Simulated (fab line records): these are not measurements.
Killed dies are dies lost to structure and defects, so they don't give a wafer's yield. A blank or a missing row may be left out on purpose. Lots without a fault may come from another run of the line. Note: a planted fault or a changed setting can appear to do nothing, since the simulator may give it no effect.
Which of the tools did it? || flow gf180mcu || 6 lots with 18 wafers sampled at 2 steps, on a route of 602 steps

WHAT THE GAUGES READ, wafer by wafer
GF_V1_THK_MEAS_25: measures by xrf.
{"lot": "L840", "measured": "day 19 14:22", "on": "film_metro-04", "V1_W_THK (nm)": "372 367 370"}
{"lot": "L841", "measured": "day 20 01:31", "on": "film_metro-04", "V1_W_THK (nm)": "366 363 364"}
{"lot": "L844", "measured": "day 21 04:29", "on": "film_metro-02", "V1_W_THK (nm)": "364 365 362"}
{"lot": "L848", "measured": "day 22 12:59", "on": "film_metro-03", "V1_W_THK (nm)": "363 364 360"}
{"lot": "L851", "measured": "day 23 07:55", "on": "film_metro-03", "V1_W_THK (nm)": "360 362 356"}
{"lot": "L853", "measured": "day 23 23:43", "on": "film_metro-03", "V1_W_THK (nm)": "354 358 354"}

EACH LOT AND THE TOOL THAT RAN IT (in order: tool; ch and the chambers of the sampled wafers; start)
{"lot": "L840", "GF_V1_SPUTTER_22": "pvd_sputter-03, day 19 14:04"}
{"lot": "L841", "GF_V1_SPUTTER_22": "pvd_sputter-01, day 20 01:08"}
{"lot": "L844", "GF_V1_SPUTTER_22": "pvd_sputter-04, day 21 04:13"}
{"lot": "L848", "GF_V1_SPUTTER_22": "pvd_sputter-03, day 22 12:43"}
{"lot": "L851", "GF_V1_SPUTTER_22": "pvd_sputter-03, day 23 07:39"}
{"lot": "L853", "GF_V1_SPUTTER_22": "pvd_sputter-04, day 23 23:27"}
- GF_V1_SPUTTER_22: material TiN, target thk 10 nm, time 40 s.

THE ANSWER, worked out from the rows above alone
Rule: what is usual is taken from the lots themselves. The widest of any qualifying gaps counts: lots, ordered by their means at a reading, are off when they make up no more than a third of the lots, leave a main group of 4 or more, and stand apart from it by 3 or more times the standard deviation of that group's means. Not used: any main group whose means are identical at the precision the tables above print for the reading. A lot without any number at a reading at which 4 lots or more have one is off too. The other lots that the step has rows for count as sound.
No lot is off on any of the readings shown, so nothing can be concluded from this.

WHAT HAD BEEN PUT IN BY THE SIMULATOR
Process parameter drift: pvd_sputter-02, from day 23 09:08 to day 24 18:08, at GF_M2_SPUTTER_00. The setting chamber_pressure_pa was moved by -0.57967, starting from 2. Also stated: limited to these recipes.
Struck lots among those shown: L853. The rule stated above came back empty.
